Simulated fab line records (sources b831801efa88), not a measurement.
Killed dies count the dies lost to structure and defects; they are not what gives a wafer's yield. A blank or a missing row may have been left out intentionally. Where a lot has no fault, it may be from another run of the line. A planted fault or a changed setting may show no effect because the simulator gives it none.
fab line records	flow gf180mcu
record: lots: 13	wafers: 39	last_day: 34
route steps=602 shown V1@350 M2@364 V2@387
lots with no fault: from the same line, run without faults
start_h: start of the lot's first displayed wafer, in hours after the record's first day	wait_h: time in hours since the lot's previous step	" unchanged from the row above	L1.1+2: a single row standing in for several wafers	- either no value or no given start	* or withheld: withheld	< > ~ a bound
route shown NAME@n: NAME is a module with steps in the file, n the number in the route of the first one	usual: mean and standard deviation over wafers with no fault	same: alike in all rows	chamber/n: place in a boat	sites: readings site by site	_std_site: the standard deviation of these	_edge_site: the outer-site mean with the inner-site mean subtracted	radius_mm: for every site, how far away it sits from the centre of the wafer	mask NAME#n: copy n	behind: the last tool/chamber to shape the wafer	hold: what put the lot on hold/how long, in hours/how the hold closed	device: the transistor (n, p or np) that didn't switch	end of line: the same wafers' tests at the end of the route	step lacking rows: just its recipe	killed: count of dies lost to structure and defects at first sort (not the wafer's yield)	map: per-die view of a wafer (x killed, . not killed, _ where there is no die)
set.NAME: the setting the step ran with; set.NAME@STEP: the setting that earlier step ran with	model.NAME: the simulator's own value behind a step, which no gauge read
one table for each step of the route and one row for each wafer, over a sample of lots
services: when a tool's chamber went out of use (start_h, in hours from the record's first day, below 0 if earlier), for how many hours, and the reason
== steps ==
step: GF_V1_OVL_MEAS_15
usual: V1_OVL: 1/5.8
lot.wafer	tool	chamber	start_h	wait_h	V1_OVL[nm]
L693.1	overlay-01	-	420.00	0.1	2
L693.5	"	-	"	"	-2
L693.6	"	-	"	"	2
L694.1	overlay-02	-	420.85	0.1	-3
L694.5	"	-	"	"	2
L694.6	"	-	"	"	2
L696.2	overlay-02	-	447.70	0.1	7
L696.3	"	-	"	"	9
L696.6	"	-	"	"	9
L698.1	overlay-01	-	456.00	0.1	-10
L698.3	"	-	"	"	-5
L698.4	"	-	"	"	-9
L700.1	overlay-02	-	477.46	0.1	-7
L700.3	"	-	"	"	-6
L700.6	"	-	"	"	-2
L701.2	overlay-02	-	486.15	0.1	10
L701.4	"	-	"	"	10
L701.6	"	-	"	"	4
L702.2	overlay-01	-	492.26	0.1	0
L702.3	"	-	"	"	-1
L702.4	"	-	"	"	-2
L703.1	overlay-01	-	499.35	0.1	3
L703.3	"	-	"	"	9
L703.4	"	-	"	"	6
L704.1	overlay-02	-	513.35	0.1	0
L704.4	"	-	"	"	2
L704.5	"	-	"	"	4
L705.1	overlay-01	-	517.20	0.1	-4
L705.3	"	-	"	"	-9
L705.6	"	-	"	"	-2
L713.1	overlay-01	-	581.15	0.1	8
L713.4	"	-	"	"	-1
L713.6	"	-	"	"	4
L714.1	overlay-02	-	592.00	0.1	5
L714.4	"	-	"	"	7
L714.5	"	-	"	"	0
L716.3	overlay-02	-	601.31	0.1	-2
L716.4	"	-	"	"	8
L716.5	"	-	"	"	3
step: GF_M2_SPUTTER_02
recipe: material: AlCu	target_thk_nm: 450	power_w: 10600	time_s: 23.9	chamber_pressure_pa: 0.4
usual: throttle_valve_pct: 30.3/0.79
lot.wafer	tool	chamber	start_h	wait_h	throttle_valve_pct
L693.1	pvd_sputter-02	-	421.64	0.0	30.5
L693.5	"	-	"	"	30.8
L693.6	"	-	"	"	30.9
L694.1	pvd_sputter-04	-	422.49	0.0	30.0
L694.5	"	-	"	"	28.8
L694.6	"	-	"	"	31.1
L696.2	pvd_sputter-01	-	449.29	0.0	29.1
L696.3	"	-	"	"	29.8
L696.6	"	-	"	"	29.6
L698.1	pvd_sputter-01	-	457.52	0.0	29.3
L698.3	"	-	"	"	29.9
L698.4	"	-	"	"	31.2
L700.1	pvd_sputter-04	-	479.11	0.0	28.7
L700.3	"	-	"	"	30.0
L700.6	"	-	"	"	30.0
L701.2	pvd_sputter-01	-	488.01	0.0	29.0
L701.4	"	-	"	"	30.4
L701.6	"	-	"	"	29.0
L702.2	pvd_sputter-01	-	493.88	0.0	29.7
L702.3	"	-	"	"	31.2
L702.4	"	-	"	"	30.0
L703.1	pvd_sputter-04	-	501.01	0.0	29.8
L703.3	"	-	"	"	28.8
L703.4	"	-	"	"	30.5
L704.1	pvd_sputter-04	-	514.87	0.0	30.3
L704.4	"	-	"	"	30.1
L704.5	"	-	"	"	30.1
L705.1	pvd_sputter-04	-	518.72	0.0	30.7
L705.3	"	-	"	"	29.8
L705.6	"	-	"	"	30.5
L713.1	pvd_sputter-02	-	582.67	0.0	31.3
L713.4	"	-	"	"	31.1
L713.6	"	-	"	"	30.7
L714.1	pvd_sputter-02	-	593.52	0.0	30.8
L714.4	"	-	"	"	30.5
L714.5	"	-	"	"	30.8
L716.3	pvd_sputter-04	-	602.97	0.0	30.4
L716.4	"	-	"	"	30.2
L716.5	"	-	"	"	29.7
step: GF_M2_METAL_ETCH_16
recipe: chemistry: Cl2/BCl3	mask_material: KrF	target_depth_nm: 750.8	stop_on: SiO2	pressure_mtorr: 8	icp_w: 800	bias_w: 140	Cl2_flow_sccm: 80	bcl3_flow_sccm: 40	time_s: 125.1
usual: drypump_motor_current_A: 5.65/0.26	he_backside_leak_sccm: 3.3/0.35	oes_product_au: 0.990/0.0073	throttle_valve_pct: 28.230/0.01
lot.wafer	tool	chamber	start_h	wait_h	drypump_motor_current_A	he_backside_leak_sccm	oes_product_au	rf_hours_counter_h	throttle_valve_pct
L693.1	rie_metal-01	0	446.35	0.0	5.22	3.6	0.988	8	28.234
L693.5	"	1	"	"	5.89	3.1	0.996	-	28.220
L693.6	"	0	"	"	5.23	3.4	0.987	-	28.235
L694.1	rie_metal-04	1	447.30	0.0	5.84	3.2	0.983	1	28.221
L694.5	"	0	"	"	5.61	3.0	0.991	-	28.247
L694.6	"	1	"	"	5.90	3.1	1.003	-	28.226
L696.2	rie_metal-03	1	473.46	0.0	5.55	3.2	0.992	12	28.225
L696.3	"	0	"	"	5.94	3.2	0.995	-	28.225
L696.6	"	0	"	"	5.94	3.2	0.999	-	28.221
L698.1	rie_metal-04	1	481.23	0.0	5.90	3.1	0.986	3	28.227
L698.3	"	0	"	"	5.63	3.3	0.990	-	28.229
L698.4	"	1	"	"	5.90	3.2	0.990	-	28.225
L700.1	rie_metal-03	0	502.71	0.0	5.94	4.8	0.998	4	28.236
L700.3	"	1	"	"	5.55	3.2	1.005	-	28.218
L700.6	"	1	"	"	5.55	3.2	0.995	-	28.223
L701.2	rie_metal-04	0	511.28	0.0	5.66	3.5	0.991	3	28.235
L701.4	"	0	"	"	5.65	3.5	0.989	-	28.224
L701.6	"	0	"	"	5.65	3.3	0.992	-	28.229
L702.2	rie_metal-01	1	517.58	0.0	5.90	3.3	0.992	11	28.215
L702.3	"	0	"	"	5.28	3.7	0.977	-	28.256
L702.4	"	1	"	"	5.88	3.3	0.993	-	28.220
L703.1	rie_metal-01	0	524.73	0.0	5.27	3.5	0.984	10	28.249
L703.3	"	0	"	"	5.28	3.6	0.980	-	28.241
L703.4	"	1	"	"	5.89	3.1	0.995	-	28.222
L704.1	rie_metal-01	1	537.70	0.0	5.87	2.9	0.997	11	28.237
L704.4	"	1	"	"	5.86	3.2	0.928	-	28.296
L704.5	"	0	"	"	5.29	3.6	0.979	-	28.243
L705.1	rie_metal-03	1	541.73	0.0	5.55	3.1	1.002	0	28.223
L705.3	"	1	"	"	5.55	3.1	1.001	-	28.221
L705.6	"	1	"	"	5.55	3.1	1.002	-	28.237
L713.1	rie_metal-03	1	603.61	0.0	5.54	3.1	0.997	2	28.222
L713.4	"	0	"	"	5.93	3.1	1.001	-	28.219
L713.6	"	0	"	"	5.93	3.2	0.995	-	28.227
L714.1	rie_metal-03	0	615.01	0.0	5.92	3.1	0.988	7	28.218
L714.4	"	0	"	"	5.95	3.1	0.992	-	28.223
L714.5	"	0	"	"	5.97	3.1	0.999	-	28.228
L716.3	rie_metal-01	0	624.65	0.1	5.27	3.4	0.980	-	28.244
L716.4	"	0	"	"	5.23	3.4	0.981	-	28.247
L716.5	"	0	"	"	5.27	3.4	0.981	-	28.237
step: GF_M2_STRIP_17
recipe: chemistry: O2/N2	power_w: 1400	pressure_mtorr: 1500	platen_temp_c: 250	o2_flow_sccm: 3000	n2_flow_sccm: 300	overash_fraction: 0.5
usual: drypump_motor_current_A: 5.7/0.37	heater_power_w: 317/37	oes_product_au: 0.537/0.0049	strip_time_to_endpoint_s: 7.39/0.067
lot.wafer	tool	chamber	start_h	wait_h	drypump_motor_current_A	heater_power_w	oes_product_au	rf_hours_counter_h	strip_time_to_endpoint_s
L693.1	plasma_asher-04	1	446.48	0.1	5.4	260	0.534	33	7.38
L693.5	"	1	"	"	5.4	262	0.532	-	7.33
L693.6	"	0	"	"	5.9	319	0.542	-	7.43
L694.1	plasma_asher-02	1	447.43	0.1	5.2	352	0.534	68	7.36
L694.5	"	0	"	"	5.9	362	0.535	-	7.39
L694.6	"	1	"	"	5.2	361	0.532	-	7.35
L696.2	plasma_asher-01	0	473.59	0.1	5.8	339	0.538	80	7.38
L696.3	"	1	"	"	6.4	291	0.535	-	7.34
L696.6	"	1	"	"	6.4	287	0.536	-	7.38
L698.1	plasma_asher-01	1	481.36	0.1	6.4	284	0.542	81	7.45
L698.3	"	0	"	"	5.7	328	0.536	-	7.36
L698.4	"	1	"	"	6.4	278	0.539	-	7.42
L700.1	plasma_asher-04	1	502.84	0.1	5.4	265	0.531	39	7.29
L700.3	"	1	"	"	5.4	258	0.530	-	7.38
L700.6	"	1	"	"	5.4	265	0.536	-	7.37
L701.2	plasma_asher-01	0	511.41	0.1	5.8	327	0.531	85	7.40
L701.4	"	1	"	"	6.4	283	0.536	-	7.39
L701.6	"	1	"	"	6.4	280	0.542	-	7.40
L702.2	plasma_asher-01	1	517.71	0.1	6.4	280	0.534	86	7.39
L702.3	"	0	"	"	5.8	323	0.539	-	7.57
L702.4	"	1	"	"	6.4	287	0.539	-	7.35
L703.1	plasma_asher-02	1	524.86	0.1	5.2	365	0.544	78	7.48
L703.3	"	1	"	"	5.2	363	0.537	-	7.50
L703.4	"	0	"	"	6.0	361	0.537	-	7.32
L704.1	plasma_asher-02	1	537.83	0.1	5.3	356	0.541	80	7.33
L704.4	"	0	"	"	5.9	361	0.555	-	7.73
L704.5	"	1	"	"	5.2	360	0.539	-	7.48
L705.1	plasma_asher-04	1	541.86	0.1	5.4	277	0.537	44	7.34
L705.3	"	1	"	"	5.4	260	0.538	-	7.36
L705.6	"	1	"	"	5.4	268	0.539	-	7.36
L713.1	plasma_asher-01	1	603.74	0.1	6.4	281	0.546	97	7.41
L713.4	"	0	"	"	5.7	330	0.532	-	7.39
L713.6	"	1	"	"	6.4	282	0.537	-	7.37
L714.1	plasma_asher-02	1	615.14	0.1	5.2	376	0.540	90	7.37
L714.4	"	0	"	"	6.0	366	0.538	-	7.36
L714.5	"	0	"	"	6.0	367	0.533	-	7.36
L716.3	plasma_asher-04	1	624.85	0.2	5.4	268	0.538	-	7.47
L716.4	"	0	"	"	5.9	318	0.544	-	7.46
L716.5	"	0	"	"	5.8	319	0.538	-	7.45
step: GF_V2_BOW_MEAS_05
recipe: mode: bow
usual: V2_BOW: 99/9.1
lot.wafer	tool	chamber	start_h	wait_h	V2_BOW[um]
L693.1	film_metro-04	-	447.57	0.1	98
L693.5	"	-	"	"	108
L693.6	"	-	"	"	117
L694.1	film_metro-04	-	448.52	0.2	107
L694.5	"	-	"	"	101
L694.6	"	-	"	"	99
L696.2	film_metro-03	-	474.71	0.3	88
L696.3	"	-	"	"	89
L696.6	"	-	"	"	105
L698.1	film_metro-03	-	482.46	0.2	98
L698.3	"	-	"	"	95
L698.4	"	-	"	"	105
L700.1	film_metro-03	-	503.94	0.2	98
L700.3	"	-	"	"	96
L700.6	"	-	"	"	88
L701.2	film_metro-03	-	512.53	0.2	91
L701.4	"	-	"	"	101
L701.6	"	-	"	"	100
L702.2	film_metro-03	-	518.83	0.3	93
L702.3	"	-	"	"	106
L702.4	"	-	"	"	83
L703.1	film_metro-04	-	525.96	0.1	107
L703.3	"	-	"	"	104
L703.4	"	-	"	"	98
L704.1	film_metro-02	-	538.92	0.2	93
L704.4	"	-	"	"	106
L704.5	"	-	"	"	93
L705.1	film_metro-04	-	542.99	0.2	82
L705.3	"	-	"	"	76
L705.6	"	-	"	"	75
L713.1	film_metro-03	-	604.84	0.2	106
L713.4	"	-	"	"	100
L713.6	"	-	"	"	110
L714.1	film_metro-03	-	616.53	0.1	99
L714.4	"	-	"	"	108
L714.5	"	-	"	"	108
L716.3	film_metro-02	-	625.96	0.3	104
L716.4	"	-	"	"	108
L716.5	"	-	"	"	113
== services ==
tool	chamber	start_h	hours	kind
plasma_asher-02	-	415.96	1.7	repair
rie_metal-04	-	425.58	2.8	pm
rie_metal-03	-	428.38	0.1	repair
rie_metal-03	1	430.25	1.0	repair
pvd_sputter-02	-	446.56	8.1	repair
plasma_asher-01	-	447.24	14.6	pm
rie_metal-01	-	448.54	1.4	pm
rie_metal-03	-	456.57	14.6	pm
plasma_asher-02	-	464.60	1.2	repair
rie_metal-04	0	467.16	2.0	repair
plasma_asher-04	-	474.64	15.6	pm
pvd_sputter-04	0	489.10	-	consumable_replace:kit
pvd_sputter-04	0	489.10	18.0	scheduled_down
pvd_sputter-04	0	489.10	18.0	vent_cycle
pvd_sputter-02	-	499.35	2.1	repair
pvd_sputter-01	-	533.81	3.8	repair
pvd_sputter-02	-	543.45	4.4	repair
rie_metal-04	-	545.21	1.0	repair
pvd_sputter-04	-	548.52	0.6	repair
plasma_asher-02	-	552.52	3.0	repair
rie_metal-01	-	577.41	14.6	pm
pvd_sputter-04	-	583.50	3.4	repair
plasma_asher-04	-	600.04	4.0	pm
pvd_sputter-04	-	614.11	9.4	repair
== key ==
first_sign: step: GF_M2_METAL_ETCH_16	reading: oes_product_au	direction: down	sigmas: 8.5	usual: 0.990	struck: 0.928
effect: step: GF_M2_METAL_ETCH_16	reading: throttle_valve_pct	direction: up	sigmas: 6.6	usual: 28.230	struck: 28.296
effect: step: GF_M2_STRIP_17	reading: strip_time_to_endpoint_s	direction: up	sigmas: 5.2	usual: *	struck: *
met_at GF_M2_METAL_ETCH_16
struck_lots L704
struck_wafers L704.4
sort_left_out L704.4
not_acting_at GF_V1_OVL_MEAS_15,GF_M2_SPUTTER_02,GF_V2_BOW_MEAS_05
onset_between 524.73 537.70
fault: kind: process_parameter_drift	tool: rie_metal-01	chamber: -	onset_h: 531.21	steps: GF_M2_METAL_ETCH_16	channel: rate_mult	offset: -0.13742	shape: step	end_h: 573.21	scope: struck_wafers_only
sort_left_out: the simulated sort isn't trusted on such a fault, so these wafers' sort isn't shown, and their yield isn't known
